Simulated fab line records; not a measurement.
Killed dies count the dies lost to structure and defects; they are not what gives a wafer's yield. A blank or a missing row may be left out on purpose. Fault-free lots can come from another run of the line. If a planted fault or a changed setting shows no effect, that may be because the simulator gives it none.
fab line records	flow sky130
record lots=5	wafers=15	last_day=50
route steps=708 shown LDD_LDN@294 SPACER@304 POLY_CUT@307 SD_P@320 RES_XHIGH@332 PAD_OPEN@708
lots untouched by any fault: they come from a run of this same line in which no faults occurred
start_h: hours from the record's opening day to when the first of the lot's shown wafers began	wait_h: time in hours since the lot's previous step	" unchanged from the row above	L1.1+2: one row covering several wafers at once	- no value, or no start was given	* or withheld: withheld	< > ~ a bound
route shown NAME@n: NAME is a module with steps in the file, n the number in the route of the first one	usual: average and standard deviation across the fault-free wafers	same: alike in all rows	chamber/n: place in a boat	sites: each site's reading	_std_site: standard deviation of those values	_edge_site: inner sites' mean taken away from outer sites' mean	radius_mm: how far each site lies from the wafer's centre	mask NAME#n: copy n	behind: the most recent tool/chamber to have shaped the wafer	hold: why the lot went on hold/how many hours it stayed there/how the hold came to an end	device: whichever transistor did not switch (one of n, p or np)	end of line: tests run on the same wafers once the route is complete	a step without rows: its recipe alone	killed: count of dies lost to structure and defects at first sort (not the wafer's yield)	map: shows each die of a wafer: x if killed, . if not, _ if none is there
set.NAME: the setting that was run; set.NAME@STEP: the one run at that earlier step	model.NAME: the simulator's own value behind a step, which no gauge read
certain route steps with their lots: each step a table, each wafer a row
services: from which hour (start_h, from the record's first day; less than 0 if before it) a tool's chamber was out of use, for how many hours, and why
## steps
# step SKY_LDD_LDN_PEB_05
# recipe temp_c=withheld	time_s=*	resist=NOVOLAK
# step SKY_LDD_LDN_DEVELOP_06
# recipe resist=NOVOLAK	developer=TMAH	develop_time_s=60	dev_temp_c=23
# step SKY_LDD_LDN_OVL_MEAS_07
# usual LDD_LDN_OVL=-1.3/1.1
lot.wafer	tool	chamber	start_h	wait_h	LDD_LDN_OVL[nm]
L265.2	overlay-01	-	538.83	0.1	-2.7
L265.4	"	-	"	"	-1.3
L265.5	"	-	"	"	-1.5
L270.1	overlay-01	-	575.28	0.1	-1.2
L270.2	"	-	"	"	-2.0
L270.6	"	-	"	"	-1.6
L271.1	overlay-02	-	593.30	0.1	-3.2
L271.4	"	-	"	"	-1.8
L271.5	"	-	"	"	-0.6
L278.1	overlay-02	-	648.83	0.1	-1.8
L278.2	"	-	"	"	-2.7
L278.3	"	-	"	"	0.3
L286.3	overlay-02	-	731.02	0.1	1.6
L286.4	"	-	"	"	2.1
L286.5	"	-	"	"	1.0
# step SKY_LDD_LDN_IMPLANT_08
# recipe species=As	energy_kev=15	dose_cm2=1.25e+13	tilt_deg=withheld	rotation_deg=23
# step SKY_LDD_LDN_IMPLANT_09
# recipe species=As	energy_kev=15	dose_cm2=1.25e+13	tilt_deg=withheld	rotation_deg=113
# step SKY_LDD_LDN_IMPLANT_10
# recipe species=As	energy_kev=15	dose_cm2=1.25e+13	tilt_deg=withheld	rotation_deg=203
# step SKY_LDD_LDN_IMPLANT_11
# recipe species=As	energy_kev=15	dose_cm2=1.25e+13	tilt_deg=withheld	rotation_deg=293
# step SKY_LDD_LDN_STRIP_12
# recipe chemistry=O2/N2	power_w=1400	pressure_mtorr=1500	platen_temp_c=withheld	o2_flow_sccm=3000	n2_flow_sccm=300	overash_fraction=0.5
# usual chamber_pressure_mTorr=1500.0/1.2	drypump_motor_current_A=5.75/0.25	oes_product_au=0.716/0.0046	strip_time_to_endpoint_s=14.17/0.04
lot.wafer	tool	chamber	start_h	wait_h	chamber_pressure_mTorr	drypump_motor_current_A	oes_product_au	rf_hours_counter_h	strip_time_to_endpoint_s
L265.2	plasma_asher-01	0	539.46	0.1	1499.5	5.81	0.706	43	14.16
L265.4	"	1	"	"	1502.3	5.29	0.715	-	14.15
L265.5	"	1	"	"	1499.1	5.30	0.714	-	14.13
L270.1	plasma_asher-04	1	575.91	0.1	1501.6	5.94	0.712	86	14.10
L270.2	"	0	"	"	1499.1	5.54	0.722	86	14.14
L270.6	"	0	"	"	1499.0	5.51	0.710	-	14.07
L271.1	plasma_asher-03	1	593.94	0.1	1499.4	5.74	0.715	17	14.22
L271.4	"	1	"	"	1497.9	5.69	0.708	-	14.25
L271.5	"	0	"	"	1499.3	6.03	0.717	-	14.21
L278.1	plasma_asher-03	0	649.46	0.1	1501.1	6.07	0.725	23	14.20
L278.2	"	1	"	"	1501.8	5.71	0.721	23	14.24
L278.3	"	0	"	"	1501.9	6.06	0.714	-	14.18
L286.3	plasma_asher-01	1	731.67	0.1	1501.0	5.31	0.716	-	14.16
L286.4	"	0	"	"	1499.7	5.79	0.717	-	14.14
L286.5	"	0	"	"	1500.9	5.78	0.714	-	14.15
# step SKY_LDD_LDN_TW_MEAS_13
# usual LDD_LDN_TW=1483/11
lot.wafer	tool	chamber	start_h	wait_h	LDD_LDN_TW
L265.2	film_metro-02	-	539.57	0.1	1504
L265.4	"	-	"	"	1494
L265.5	"	-	"	"	1492
L270.1	film_metro-03	-	576.01	0.1	1474
L270.2	"	-	"	"	1480
L270.6	"	-	"	"	1476
L271.1	film_metro-03	-	594.04	0.1	1477
L271.4	"	-	"	"	1473
L271.5	"	-	"	"	1480
L278.1	film_metro-03	-	649.56	0.1	1467
L278.2	"	-	"	"	1464
L278.3	"	-	"	"	1472
L286.3	film_metro-02	-	731.76	0.1	1483
L286.4	"	-	"	"	1479
L286.5	"	-	"	"	1478
# step SKY_LDD_LDN_CLEAN_14
# recipe chemistry=SC1/SC2	mix=1:4:20	temp_c=70	time_s=150	dry=n2_spin
# step SKY_SPACER_CVD_00
# recipe material=Si3N4	precursor=DCS/NH3	target_thk_nm=43.1	temp_c=770	time_s=740	pressure_mtorr=250
# step SKY_SPACER_THK_MEAS_01
# recipe reads=Si3N4_of_SPACER_CVD_00
# usual SPACER_CVD_00_THK=43.4/0.36
lot.wafer	tool	chamber	start_h	wait_h	SPACER_CVD_00_THK[nm]
L265.2	film_metro-01	-	541.57	0.0	43.1
L265.4	"	-	"	"	43.3
L265.5	"	-	"	"	43.0
L270.1	film_metro-03	-	578.11	0.0	43.5
L270.2	"	-	"	"	43.5
L270.6	"	-	"	"	43.2
L271.1	film_metro-01	-	595.35	0.0	43.1
L271.4	"	-	"	"	43.3
L271.5	"	-	"	"	43.0
L278.1	film_metro-03	-	650.88	0.0	43.6
L278.2	"	-	"	"	43.4
L278.3	"	-	"	"	43.5
L286.3	film_metro-03	-	735.30	0.0	43.5
L286.4	"	-	"	"	43.3
L286.5	"	-	"	"	43.4
# step SKY_SPACER_ETCHBACK_02
# recipe chemistry=CH3F/O2	target=Si3N4	stop_on=SiO2	source_w=400	bias_w=80	pressure_mtorr=25	ch3f_flow_sccm=40	O2_flow_sccm=30	time_s=46.7	target_depth_a=450
# usual chamber_pressure_mTorr=25.001/0.022	drypump_motor_current_A=6.0/0.32	oes_product_au=0.859/0.006	rf_fwd_power_W=395.3/1.9	throttle_valve_pct=10.562/0.0092
lot.wafer	tool	chamber	start_h	wait_h	chamber_pressure_mTorr	drypump_motor_current_A	oes_product_au	rf_fwd_power_W	rf_hours_counter_h	throttle_valve_pct
L265.2	rie_diel-02	1	541.62	0.0	24.974	5.6	0.856	395.5	9	10.582
L265.4	"	3	"	"	24.955	6.0	0.855	397.7	74	10.546
L265.5	"	2	"	"	25.023	5.6	0.847	394.4	-	10.577
L270.1	rie_diel-03	3	578.17	0.1	25.026	5.4	0.866	397.9	11	10.568
L270.2	"	2	"	"	24.998	5.9	0.860	391.6	25	10.568
L270.6	"	2	"	"	25.032	5.9	0.859	390.5	-	10.570
L271.1	rie_diel-03	3	595.41	0.1	24.989	5.4	0.854	395.0	12	10.563
L271.4	"	2	"	"	25.025	5.9	0.852	391.1	26	10.557
L271.5	"	2	"	"	24.988	5.9	0.853	391.0	-	10.560
L278.1	rie_diel-04	1	650.94	0.1	24.986	5.9	0.860	395.3	7	10.559
L278.2	"	0	"	"	25.044	6.5	0.863	396.5	4	10.565
L278.3	"	3	"	"	25.003	6.3	0.859	398.0	60	10.555
L286.3	rie_diel-04	1	735.34	0.0	25.002	5.9	0.866	396.2	8	10.560
L286.4	"	0	"	"	24.963	6.5	0.855	397.0	5	10.561
L286.5	"	2	"	"	25.020	6.4	0.850	396.7	-	10.556
# step SKY_POLY_CUT_DEHYDRATE_00
# recipe temp_c=200	time_s=60
# step SKY_POLY_CUT_HMDS_01
# recipe prime_time_s=60	prime_temp_c=120
# step SKY_POLY_CUT_COAT_02
# recipe resist=BARC	temp_c=withheld	time_s=withheld	spin_rpm=3000	resist_thk_nm=60
# step SKY_POLY_CUT_COAT_03
# recipe resist=KrF-thick	spin_rpm=3000	resist_thk_nm=450
# step SKY_POLY_CUT_SOFTBAKE_04
# recipe temp_c=100	time_s=90	resist=KrF-thick
# step SKY_POLY_CUT_EXPOSE_05
# recipe mask_id=NPCM	na=0.8	source_shape=annular	sigma_inner=0.55	sigma_outer=0.85	target_cd_nm=270	dose_mj=32
# step SKY_POLY_CUT_PEB_06
# recipe peb_temp_c=withheld	peb_time_s=withheld	resist=KrF-thick
# step SKY_POLY_CUT_DEVELOP_07
# recipe develop_time_s=60	resist=KrF-thick	dev_temp_c=21
# step SKY_POLY_CUT_CD_MEAS_08
# recipe target_cd_nm=270
# usual cd_nm=269.3/1.6
lot.wafer	tool	chamber	start_h	wait_h	cd_nm
L265.2	cd_sem-01	-	571.50	-	267.7
L265.4	"	-	"	"	266.6
L265.5	"	-	"	"	268.5
L270.1	cd_sem-02	-	607.78	-	271.4
L270.2	"	-	"	"	271.3
L270.6	"	-	"	"	272.2
L271.1	cd_sem-02	-	624.65	-	269.8
L271.4	"	-	"	"	270.0
L271.5	"	-	"	"	269.5
L278.1	cd_sem-01	-	678.90	-	268.4
L278.2	"	-	"	"	269.6
L278.3	"	-	"	"	267.7
L286.3	cd_sem-02	-	762.25	-	269.8
L286.4	"	-	"	"	269.7
L286.5	"	-	"	"	270.0
# step SKY_POLY_CUT_OVL_MEAS_09
# usual POLY_CUT_OVL=3/4.1
lot.wafer	tool	chamber	start_h	wait_h	POLY_CUT_OVL[nm]
L265.2	overlay-02	-	571.60	0.1	6
L265.4	"	-	"	"	10
L265.5	"	-	"	"	6
L270.1	overlay-02	-	607.90	0.1	12
L270.2	"	-	"	"	7
L270.6	"	-	"	"	11
L271.1	overlay-01	-	624.77	0.1	-5
L271.4	"	-	"	"	4
L271.5	"	-	"	"	-2
L278.1	overlay-01	-	679.02	0.1	3
L278.2	"	-	"	"	5
L278.3	"	-	"	"	3
L286.3	overlay-01	-	762.34	0.1	5
L286.4	"	-	"	"	0
L286.5	"	-	"	"	3
# step SKY_POLY_CUT_ETCH_10
# recipe chemistry=N2/H2	target=BARC	ion_energy_ev=200	source_w=500	bias_w=100	pressure_mtorr=30	n2_flow_sccm=100	h2_flow_sccm=200	stop_on=SiO2	time_s=45.9	target_depth_a=600
# usual chamber_pressure_mTorr=29.996/0.027	drypump_motor_current_A=5.9/0.44	oes_product_au=0.854/0.005	rf_fwd_power_W=495.0/2.2	throttle_valve_pct=13.225/0.0089
lot.wafer	tool	chamber	start_h	wait_h	chamber_pressure_mTorr	drypump_motor_current_A	oes_product_au	rf_fwd_power_W	rf_hours_counter_h	throttle_valve_pct
L265.2	rie_diel-02	0	571.63	0.0	29.976	6.0	0.846	495.6	8	13.218
L265.4	"	2	"	"	30.056	5.5	0.846	492.5	7	13.227
L265.5	"	2	"	"	29.988	5.6	0.849	492.3	-	13.232
L270.1	rie_diel-01	1	607.93	0.0	30.010	6.0	0.856	501.2	69	13.219
L270.2	"	2	"	"	29.994	6.3	0.848	493.2	4	13.239
L270.6	"	0	"	"	29.986	5.5	0.860	495.6	-	13.218
L271.1	rie_diel-04	2	624.81	0.0	30.006	6.4	0.853	492.3	7	13.220
L271.4	"	0	"	"	29.968	6.6	0.861	494.8	4	13.226
L271.5	"	2	"	"	29.991	6.4	0.853	495.2	-	13.229
L278.1	rie_diel-01	3	679.06	0.0	30.035	4.7	0.852	494.6	11	13.226
L278.2	"	0	"	"	30.036	5.5	0.854	497.9	3	13.215
L278.3	"	2	"	"	30.002	6.3	0.854	495.2	6	13.231
L286.3	rie_diel-04	3	762.36	0.0	29.956	6.3	0.858	496.4	2	13.216
L286.4	"	0	"	"	30.015	6.5	0.857	497.3	-	13.211
L286.5	"	2	"	"	29.956	6.4	0.843	497.5	-	13.227
# step SKY_POLY_CUT_ETCH_11
# recipe target=Si3N4	chemistry=CF4/CH2F2/Ar	stop_on=poly-Si	source_w=600	bias_w=150	pressure_mtorr=40	cf4_flow_sccm=40	ch2f2_flow_sccm=20	Ar_flow_sccm=150	time_s=42.5	target_depth_a=600
# usual chamber_pressure_mTorr=40.00/0.035	drypump_motor_current_A=5.9/0.43	oes_product_au=0.831/0.0062	rf_fwd_power_W=593.7/2.4	throttle_valve_pct=14.993/0.0084
lot.wafer	tool	chamber	start_h	wait_h	chamber_pressure_mTorr	drypump_motor_current_A	oes_product_au	rf_fwd_power_W	rf_hours_counter_h	throttle_valve_pct
L265.2	rie_diel-02	0	571.68	0.0	40.03	6.0	0.835	594.0	8	14.977
L265.4	"	2	"	"	39.99	5.6	0.838	591.4	7	14.988
L265.5	"	2	"	"	39.96	5.6	0.837	590.9	-	14.997
L270.1	rie_diel-01	1	607.98	0.0	40.02	6.0	0.826	597.5	69	14.994
L270.2	"	2	"	"	40.02	6.2	0.824	596.1	4	15.007
L270.6	"	0	"	"	40.06	5.5	0.834	595.1	-	14.990
L271.1	rie_diel-04	2	624.85	0.0	40.06	6.4	0.829	594.8	8	14.993
L271.4	"	0	"	"	39.96	6.6	0.828	596.7	4	14.994
L271.5	"	2	"	"	39.98	6.4	0.836	594.8	-	14.989
L278.1	rie_diel-01	3	679.10	0.0	40.03	4.7	0.833	591.8	11	14.994
L278.2	"	0	"	"	39.96	5.5	0.823	595.5	3	14.999
L278.3	"	2	"	"	39.94	6.2	0.828	593.2	6	14.990
L286.3	rie_diel-04	3	762.40	0.0	39.98	6.3	0.842	593.7	2	14.996
L286.4	"	0	"	"	40.02	6.6	0.838	597.0	-	15.001
L286.5	"	2	"	"	39.98	6.4	0.824	591.4	-	14.975
# step SKY_POLY_CUT_STRIP_12
# recipe chemistry=O2/N2	power_w=1400	pressure_mtorr=1500	platen_temp_c=withheld	o2_flow_sccm=3000	n2_flow_sccm=300	overash_fraction=0.5
# usual chamber_pressure_mTorr=1500.1/1.5	drypump_motor_current_A=5.80/0.24	oes_product_au=0.453/0.0047	strip_time_to_endpoint_s=5.350/0.02
lot.wafer	tool	chamber	start_h	wait_h	chamber_pressure_mTorr	drypump_motor_current_A	oes_product_au	rf_hours_counter_h	strip_time_to_endpoint_s
L265.2	plasma_asher-04	1	571.72	0.0	1499.8	5.94	0.450	86	5.308
L265.4	"	1	"	"	1500.2	5.93	0.450	-	5.356
L265.5	"	1	"	"	1499.6	5.95	0.456	-	5.364
L270.1	plasma_asher-04	0	608.02	0.0	1499.6	5.59	0.447	90	5.371
L270.2	"	1	"	"	1501.4	5.93	0.457	90	5.353
L270.6	"	1	"	"	1500.4	5.92	0.458	-	5.362
L271.1	plasma_asher-03	1	624.89	0.0	1500.9	5.71	0.454	20	5.366
L271.4	"	1	"	"	1500.9	5.66	0.457	-	5.354
L271.5	"	0	"	"	1499.5	6.05	0.455	-	5.374
L278.1	plasma_asher-04	0	679.14	0.0	1502.2	5.51	0.454	98	5.353
L278.2	"	1	"	"	1501.2	5.98	0.459	98	5.349
L278.3	"	1	"	"	1500.8	5.97	0.453	-	5.346
L286.3	plasma_asher-02	1	762.48	0.1	1499.6	5.46	0.451	-	5.353
L286.4	"	0	"	"	1499.1	6.12	0.449	-	5.337
L286.5	"	0	"	"	1501.5	6.11	0.446	-	5.331
# step SKY_SD_P_DEHYDRATE_00
# recipe temp_c=200	time_s=60
# step SKY_SD_P_HMDS_01
# recipe prime_time_s=60	prime_temp_c=120
# step SKY_SD_P_COAT_02
# recipe resist=NOVOLAK	spin_rpm=3000	resist_thk_nm=1140
# step SKY_SD_P_SOFTBAKE_03
# recipe temp_c=90	time_s=60	resist=NOVOLAK
# step SKY_SD_P_EXPOSE_04
# recipe mask_id=PSDM	na=0.6	source_shape=conventional	sigma_outer=0.6	polarization=unpolarized	target_cd_nm=380	dose_mj=138
# step SKY_SD_P_PEB_05
# recipe temp_c=withheld	time_s=*	resist=NOVOLAK
# step SKY_SD_P_DEVELOP_06
# recipe resist=NOVOLAK	developer=TMAH	develop_time_s=60	dev_temp_c=23
# step SKY_SD_P_CD_MEAS_07
# recipe target_cd_nm=380
# usual cd_nm=380.6/2.3
lot.wafer	tool	chamber	start_h	wait_h	cd_nm
L265.2	cd_sem-01	-	601.37	0.1	380.0
L265.4	"	-	"	"	380.9
L265.5	"	-	"	"	378.3
L270.1	cd_sem-01	-	637.06	0.1	375.8
L270.2	"	-	"	"	376.4
L270.6	"	-	"	"	373.4
L271.1	cd_sem-02	-	653.20	0.1	381.0
L271.4	"	-	"	"	380.9
L271.5	"	-	"	"	382.1
L278.1	cd_sem-02	-	706.30	0.1	381.3
L278.2	"	-	"	"	383.7
L278.3	"	-	"	"	381.3
L286.3	cd_sem-02	-	788.55	0.1	382.1
L286.4	"	-	"	"	384.0
L286.5	"	-	"	"	381.2
# step SKY_SD_P_OVL_MEAS_08
# usual SD_P_OVL=-0.3/1.5
lot.wafer	tool	chamber	start_h	wait_h	SD_P_OVL[nm]
L265.2	overlay-02	-	601.48	0.1	1.7
L265.4	"	-	"	"	1.2
L265.5	"	-	"	"	1.6
L270.1	overlay-02	-	637.18	0.1	-1.4
L270.2	"	-	"	"	-1.7
L270.6	"	-	"	"	-1.7
L271.1	overlay-01	-	653.32	0.1	-1.2
L271.4	"	-	"	"	0.6
L271.5	"	-	"	"	-0.3
L278.1	overlay-01	-	706.42	0.1	-0.6
L278.2	"	-	"	"	-0.6
L278.3	"	-	"	"	-1.2
L286.3	overlay-01	-	788.64	0.1	-2.4
L286.4	"	-	"	"	-2.1
L286.5	"	-	"	"	-1.4
# step SKY_SD_P_IMPLANT_09
# recipe species=BF2	energy_kev=20	dose_cm2=3e+15	tilt_deg=0
# step SKY_SD_P_STRIP_10
# recipe chemistry=O2/N2	power_w=1400	pressure_mtorr=1500	platen_temp_c=withheld	o2_flow_sccm=3000	n2_flow_sccm=300	overash_fraction=0.5
# usual chamber_pressure_mTorr=1500.2/1.3	drypump_motor_current_A=5.74/0.29	oes_product_au=0.618/0.0043	strip_time_to_endpoint_s=17.48/0.047
lot.wafer	tool	chamber	start_h	wait_h	chamber_pressure_mTorr	drypump_motor_current_A	oes_product_au	rf_hours_counter_h	strip_time_to_endpoint_s
L265.2	plasma_asher-03	0	601.66	0.1	1500.6	6.07	0.620	18	17.49
L265.4	"	0	"	"	1498.0	6.06	0.612	-	17.47
L265.5	"	1	"	"	1500.9	5.69	0.615	-	17.49
L270.1	plasma_asher-02	1	637.37	0.1	1500.8	5.47	0.626	80	17.44
L270.2	"	0	"	"	1502.0	6.13	0.622	80	17.50
L270.6	"	0	"	"	1499.5	6.12	0.621	-	17.49
L271.1	plasma_asher-03	1	653.51	0.1	1499.6	5.70	0.618	24	17.43
L271.4	"	1	"	"	1498.6	5.69	0.620	-	17.42
L271.5	"	0	"	"	1501.6	6.08	0.615	-	17.43
L278.1	plasma_asher-02	1	706.61	0.1	1501.5	5.52	0.615	84	17.50
L278.2	"	0	"	"	1501.8	6.11	0.617	84	17.50
L278.3	"	1	"	"	1501.1	5.50	0.623	-	17.49
L286.3	plasma_asher-02	0	788.85	0.1	1500.2	6.11	0.618	-	17.39
L286.4	"	1	"	"	1500.4	5.48	0.617	-	17.36
L286.5	"	1	"	"	1501.1	5.47	0.623	-	17.43
# step SKY_SD_P_TW_MEAS_11
# usual SD_P_TW=2865/26
lot.wafer	tool	chamber	start_h	wait_h	SD_P_TW
L265.2	film_metro-04	-	601.77	0.1	2826
L265.4	"	-	"	"	2825
L265.5	"	-	"	"	2806
L270.1	film_metro-01	-	637.47	0.1	2888
L270.2	"	-	"	"	2906
L270.6	"	-	"	"	2893
L271.1	film_metro-01	-	653.61	0.1	2919
L271.4	"	-	"	"	2895
L271.5	"	-	"	"	2891
L278.1	film_metro-01	-	706.71	0.1	2878
L278.2	"	-	"	"	2876
L278.3	"	-	"	"	2879
L286.3	film_metro-02	-	788.94	0.1	2831
L286.4	"	-	"	"	2846
L286.5	"	-	"	"	2842
# step SKY_RES_XHIGH_DEHYDRATE_00
# recipe temp_c=200	time_s=60
# step SKY_RES_XHIGH_HMDS_01
# recipe prime_time_s=60	prime_temp_c=120
# step SKY_RES_XHIGH_COAT_02
# recipe resist=NOVOLAK	spin_rpm=3000	resist_thk_nm=1140
# step SKY_RES_XHIGH_SOFTBAKE_03
# recipe temp_c=90	time_s=60	resist=NOVOLAK
# step SKY_PAD_OPEN_PROBE_99
# usual killed_at_M0_to_M3=42/6.6	killed_at_M4_up=3.1/1.9	killed_at_contacts=24/5.6	killed_at_front_end=15/4.8	killed_at_other=0.3/0.48	killed_dies=84/10	killed_open=47/6.8	killed_short=37/6.8
# same gross_dies=492	killed_at_back_side=0
lot.wafer	tool	chamber	start_h	wait_h	killed_at_M0_to_M3	killed_at_M4_up	killed_at_contacts	killed_at_front_end	killed_at_other	killed_dies	killed_open	killed_short
L270.1	prober-01	-	1109.48	0.1	50	1	23	18	0	92	46	46
L270.2	prober-01	-	1109.53	0.1	41	0	18	22	1	82	49	33
L270.6	prober-01	-	1109.73	0.2	44	2	23	8	1	78	41	37
L271.1	prober-02	-	1122.43	0.1	39	2	25	11	0	77	34	43
L271.4	prober-02	-	1122.58	0.2	39	4	18	12	0	73	42	31
L271.5	prober-02	-	1122.63	0.2	46	3	20	18	0	87	42	45
L278.3	prober-01	-	1157.56	0.2	38	2	20	56	0	116	42	33
# killed by level:class
L270.1 VIA1:geometric_particle:open=11 VIA2:geometric_particle:open=11 VIA1:geometric_particle:short=8 LI_CONTACT:geometric_particle:open=6 CONTACT:geometric_particle:short=6 FIELD_ISO:geometric_particle:short=5 METAL1:geometric_particle:short=5 METAL3:geometric_particle:short=5
L270.2 VIA1:geometric_particle:open=9 VIA2:geometric_particle:open=9 POLY_GATE:geometric_particle:open=7 CONTACT:geometric_particle:open=7 VIA1:geometric_particle:short=7 LI_CONTACT:geometric_particle:open=6 FIELD_ISO:geometric_particle:short=5 METAL1:geometric_particle:short=4
L270.6 METAL1:geometric_particle:short=11 VIA1:geometric_particle:open=10 LI_CONTACT:geometric_particle:open=7 CONTACT:geometric_particle:open=6 METAL1:geometric_particle:open=4 VIA3:geometric_particle:open=4 LI_CONTACT:geometric_particle:short=3 LOCAL_INTERCONNECT:geometric_particle:short=3
L271.1 VIA1:geometric_particle:open=10 METAL1:geometric_particle:short=9 LOCAL_INTERCONNECT:geometric_particle:short=8 CONTACT:geometric_particle:open=7 VIA2:geometric_particle:open=6 CONTACT:geometric_particle:short=5 VIA1:geometric_particle:short=5 METAL3:geometric_particle:short=4
L271.4 METAL1:geometric_particle:short=8 CONTACT:geometric_particle:open=7 VIA1:geometric_particle:open=7 LI_CONTACT:geometric_particle:open=5 VIA1:geometric_particle:short=5 VIA2:geometric_particle:open=5 VIA3:geometric_particle:open=5 METAL1:geometric_particle:open=4
L271.5 VIA1:geometric_particle:open=14 METAL1:geometric_particle:short=7 FIELD_ISO:geometric_particle:open=6 VIA1:geometric_particle:short=6 LI_CONTACT:geometric_particle:short=5 LOCAL_INTERCONNECT:geometric_particle:short=5 VIA2:geometric_particle:open=5 FIELD_ISO:geometric_particle:short=4
L278.3 SPACER:unspecified=41 VIA1:geometric_particle:open=14 VIA1:geometric_particle:short=8 CONTACT:geometric_particle:open=7 VIA3:geometric_particle:open=6 FIELD_ISO:geometric_particle:short=5 FIELD_ISO:geometric_particle:open=4 LI_CONTACT:geometric_particle:short=4
# map L278.3 (x killed, . not)
__________.xx.xxx.x._________
________..x..........._______
______x................._____
_____x............x...x..____
____.x.......x.....x......___
___.....xx...x.............__
__x.........x.....x.....x..._
_..xx......x..........xxx.xx.
_.x..x...x..x...........xxxx.
_.x......x.......x...xxx.xxxx
_....x..x...x.xx.....xxxxxxxx
_....x...x.xxx.x......xxxxxxx
_.....x..x.............xxxxxx
_.xx..........x.........xxxxx
_.........x..x.....x..x.xxxxx
__........xx....x.......xx.._
___x.........x....x........__
____.....x........x...x...___
_____.x..x.........x.x...____
______.................._____
________......x......x_______
__________.....x...._________
# map L286.5 (x killed, . not)
__________......x..._________
________..x.x.....xx.._______
______.....x..........x._____
_____.......xx..xx...x...____
____..x.......x....x.....x___
___.xx........x..x...xx.x.x__
__..............x....x...xx._
_........................xx..
_......x.........x...........
_.......x..x................x
_...x...x.x..xx.x...x......x.
_....xx.........xx..x...x....
_...............x.......xxx..
_x..x.xx...........x........x
_........x................xx.
__...x..x.......xx.........x_
___................x...xx..__
____..x...xx..x.x....xxx.x___
_____.....x..............____
______...x.............._____
________.....x.x.x.x.._______
__________...x.....x_________
## services
tool	chamber	start_h	hours	kind
rie_diel-01	1	519.10	3.0	repair
rie_diel-04	3	531.84	12.7	repair
rie_diel-01	-	569.15	38.4	repair
rie_diel-02	-	578.66	1.0	repair
rie_diel-01	2	581.84	12.0	repair
rie_diel-01	0	591.49	4.3	repair
rie_diel-02	3	641.94	15.8	repair
plasma_asher-02	-	646.47	9.9	repair
rie_diel-04	1	648.14	2.7	repair
rie_diel-04	-	654.05	1.4	repair
rie_diel-01	-	654.85	0.4	repair
rie_diel-04	-	658.98	1.5	repair
plasma_asher-02	-	661.93	15.6	pm
rie_diel-02	2	665.40	8.5	repair
rie_diel-02	2	704.21	7.3	repair
plasma_asher-03	-	715.15	0.7	repair
rie_diel-04	-	715.38	2.8	pm
rie_diel-02	2	715.96	9.1	repair
rie_diel-01	-	718.05	2.5	repair
plasma_asher-04	-	733.75	9.0	pm
rie_diel-04	-	749.66	0.5	repair
rie_diel-04	1	754.62	13.8	repair
plasma_asher-04	-	760.96	0.4	repair
rie_diel-01	1	767.13	2.8	repair
## key
first_sign step=SKY_PAD_OPEN_PROBE_99	reading=killed_at_front_end	direction=up	sigmas=8.6	usual=15	struck=56
effect step=SKY_PAD_OPEN_PROBE_99	reading=killed_dies	direction=up	sigmas=3.1	usual=84	struck=116
met_at SKY_SPACER_ETCHBACK_02
struck_wafers L278.3
tester_left_out L278
fault kind=chamber_particle_source	tool=rie_diel-04	chamber=3	onset_h=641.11	steps=SKY_SPACER_ETCHBACK_02	rate_per_visit_cm2=1.1002	end_h=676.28
# tester_left_out: of these lots the tester's yield and bins aren't shown, on N5 and GAA mostly nor the transistor test; their killed dies are dies lost to structure and defects alone, not to doping, threshold or leakage, so they don't give the yield
